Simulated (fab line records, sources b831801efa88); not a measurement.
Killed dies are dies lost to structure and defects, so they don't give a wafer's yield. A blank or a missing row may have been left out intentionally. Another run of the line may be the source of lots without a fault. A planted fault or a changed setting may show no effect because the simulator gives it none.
A struck lot beside a sound one -- flow sfq line -- 20 out of 325 route steps
Sound: the wafers L249.3, L249.4, L249.5. Struck: wafer L265.4. (L265.6 of the same lot was not struck and is left out.) The cause comes at the end.
At each step with rows: each side's tool, then ch and its chambers, then its first start. Under that, the readings that differ: sound wafers -- struck wafers -- difference of the means -- sigmas: that difference in standard deviations of wafers without a fault.
alike: readings whose means differ by less than 2 such deviations, and words and numbers that are the same on both sides. not compared: withheld readings, readings that some wafer has no value for, bounds like >300 that may hide the same value, and numbers for which the record gives no deviation and whose values overlap.
The two part at a step that has a row with sigmas, a row that says differs or no value, or rows on one side only. Numbers that don't overlap but have no deviation are shown without sigmas and don't part them. A reading missing from all wafers of one side parts the sides only when that side holds two or more wafers.

first, 2 steps without rows for these wafers: SFQ_TRILAYER_I0_VIA_LITHO_PEB_034 (peb time 60 s); SFQ_TRILAYER_I0_VIA_LITHO_DEVELOP_033 (time 60 s).
SFQ_I0_OVL_MEAS_908:
  sound: overlay-02 at day 10 23:25; struck: overlay-01 at day 15 22:49
  alike: I0_OVL
SFQ_TRILAYER_I0_VIA_BARC_OPEN_VIA_ETCH_046: etches BARC in O2, target depth 125 nm, time 41.7 s.
  sound on rie diel-01 ch 0,2,3, day 10 23:26; struck on rie diel-01 ch 2, day 15 22:50
  alike: chamber pressure mTorr, drypump motor current A, oes product au
  not compared: rf hours counter h
SFQ_TRILAYER_I0_VIA_ETCH_VIA_ETCH_034: etches SiO2 in CHF3, stops on Nb, target depth 260 nm.
  sound on rie diel-01 ch 0,2,3, day 10 23:29; struck on rie diel-01 ch 2, day 15 22:53
  alike: chamber pressure mTorr, drypump motor current A, oes product au
SFQ_TRILAYER_I0_VIA_STRIP_STRIP_035: strips in O2.
  sound on rie metal-02 ch 0,1, day 10 23:47; struck on rie metal-03 ch 1, day 15 23:11
  alike: chamber pressure mTorr, drypump motor current A, oes product au
  not compared: rf hours counter h
then, 2 steps without rows for these wafers: SFQ_TRILAYER_I0_VIA_STRIP_SOLV_CLEAN_036 (cleans in NMP, time 600 s); SFQ_TRILAYER_M1_DEP_PRE_CLEAN_038 (time 22.5 s).
SFQ_TRILAYER_M1_DEP_SPUTTER_037: material Nb, target thk 200 nm, time 133.3 s.
  sound: pvd sputter-04 at day 11 00:23; struck: pvd sputter-06 at day 15 23:48
  alike: base pressure pa, throttle valve pct
SFQ_M1_RS_MEAS_909: measurement is done with a four-point probe.
  sound: film metro-01 at day 11 00:31; struck: film metro-02 at day 15 23:57
  alike: M1_NB_RS
then, 1 step without rows for these wafers: SFQ_TRILAYER_M1_LITHO_COAT_044 (resist thk 62 nm).
SFQ_TRILAYER_M1_LITHO_COAT_039: resist thk 600 nm.
  sound on litho track-01 ch 0, day 11 01:04; struck on litho track-01 ch 0, day 16 00:31
reading,sound,struck,difference,sigmas
model.KrF_of_TRILAYER_M1_LITHO_COAT_039.thk nm (nm),599 598 598.8,610.2,+11.6,
then, 4 steps without rows for these wafers: SFQ_TRILAYER_M1_LITHO_SOFTBAKE_043; SFQ_TRILAYER_M1_LITHO_EXPOSE_040 (exposes mask M1, target cd 500 nm); SFQ_TRILAYER_M1_LITHO_PEB_042 (peb time 60 s); SFQ_TRILAYER_M1_LITHO_DEVELOP_041 (time 60 s).
-- the record jumps here: 3 days lie between the struck wafers' starts before and after --
SFQ_M1_OVL_MEAS_911:
  sound: overlay-02 at day 13 18:01; struck: overlay-01 at day 18 17:34
  alike: M1_OVL
then, 1 step without rows for these wafers: SFQ_TRILAYER_M1_BARC_OPEN_METAL_ETCH_054 (etches BARC in O2, target depth 125 nm, time 41.7 s).
SFQ_TRILAYER_M1_ETCH_METAL_ETCH_042: etches Nb in Cl2/Ar, stops on SiO2, target depth 240 nm, time 120 s.
  sound on rie metal-04 ch 0,1, day 13 18:08; struck on rie metal-02 ch 1, day 18 17:41
reading,sound,struck,difference,sigmas
model.KrF_of_TRILAYER_M1_LITHO_COAT_039.thk nm (nm),379.5 380.4 381.6,393,+12,
  alike: chamber pressure mTorr, drypump motor current A, oes product au
  not compared: rf hours counter h
SFQ_TRILAYER_M1_STRIP_STRIP_043: strips in O2.
  sound on rie metal-04 ch 0,1, day 13 18:26; struck on rie metal-02 ch 1, day 18 17:59
  alike: chamber pressure mTorr, drypump motor current A, oes product au
  not compared: rf hours counter h

WHERE THEY PART
Nowhere in this record.

WHY: what the simulator had put in
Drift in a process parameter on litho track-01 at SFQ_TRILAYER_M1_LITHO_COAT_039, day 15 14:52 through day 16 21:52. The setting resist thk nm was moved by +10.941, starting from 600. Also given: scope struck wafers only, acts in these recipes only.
